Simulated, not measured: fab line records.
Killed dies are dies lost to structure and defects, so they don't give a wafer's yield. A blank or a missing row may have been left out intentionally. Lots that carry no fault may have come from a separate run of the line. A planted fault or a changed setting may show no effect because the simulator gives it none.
Matching of chambers    flow gf180mcu    4 sister chambers for GF_V2_ETCH_16 on rie diel-01
The step etches BARC in N2/H2. 14 wafers are shown with their chamber, then 6 later ones without.

WAFERS WITH THEIR CHAMBER
wafer   chamber  drypump motor current A (A)  oes product au (a.u.)  throttle valve pct (%)
L373.3  2        6.0                          0.860                  13.237
L373.4  1        5.4                          0.850                  13.241
L373.5  2        6.0                          0.858                  13.236
L375.1  2        6.0                          0.853                  13.232
L375.3  0        5.2                          0.857                  13.213
L375.4  3        5.2                          0.855                  13.233
L377.3  0        5.2                          0.860                  13.236
L377.4  1        5.4                          0.857                  13.236
L377.5  1        5.4                          0.853                  13.219
L386.3  2        6.0                          0.850                  13.227
L386.5  3        5.2                          0.852                  13.216
L394.3  2        6.0                          0.861                  13.242
L394.4  2        6.0                          0.854                  13.235
L394.6  0        5.3                          0.854                  13.235

SIGNATURES (means of the wafers above)
reading                  chamber 0  chamber 1  chamber 2  chamber 3  scatter within a chamber
drypump motor current A  5.233      5.400      6.000      5.200      0.0258
oes product au           0.85700    0.85333    0.85600    0.85350    0.00376
throttle valve pct       13.22800   13.23200   13.23483   13.22450   0.00936
Rule: a wafer lies at a distance from a chamber equal to the root of the sum of squares, over the readings, of (its reading less the chamber's mean, divided by the reading's scatter). The wafer belongs to the nearest chamber; if the next one is less than 2 further off, it can't be placed. The scatter: take each reading less its chamber's mean, square it, sum over the shown wafers, divide by the number of wafers less the number of chambers, and take the root.

WAFERS MISSING THEIR CHAMBER
wafer   drypump motor current A (A)  oes product au (a.u.)  throttle valve pct (%)
L395.1  5.2                          0.854                  13.223
L395.4  5.4                          0.853                  13.216
L395.5  5.3                          0.852                  13.241
L396.2  6.0                          0.857                  13.221
L396.4  5.2                          0.862                  13.219
L396.6  6.0                          0.854                  13.220

WHICH CHAMBER EACH ONE RAN IN
wafer   from the rows above           in truth
L395.1  can't be placed: 3 or 0       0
L395.4  1                             1
L395.5  can't be placed: 0 or 1 or 3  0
L396.2  2                             2
L396.4  can't be placed: 0 or 3       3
L396.6  2                             2
Placed correctly: 3 of 6. These rows do not allow placing 3 (true chamber among the candidates in 3). Wrongly placed: 0.
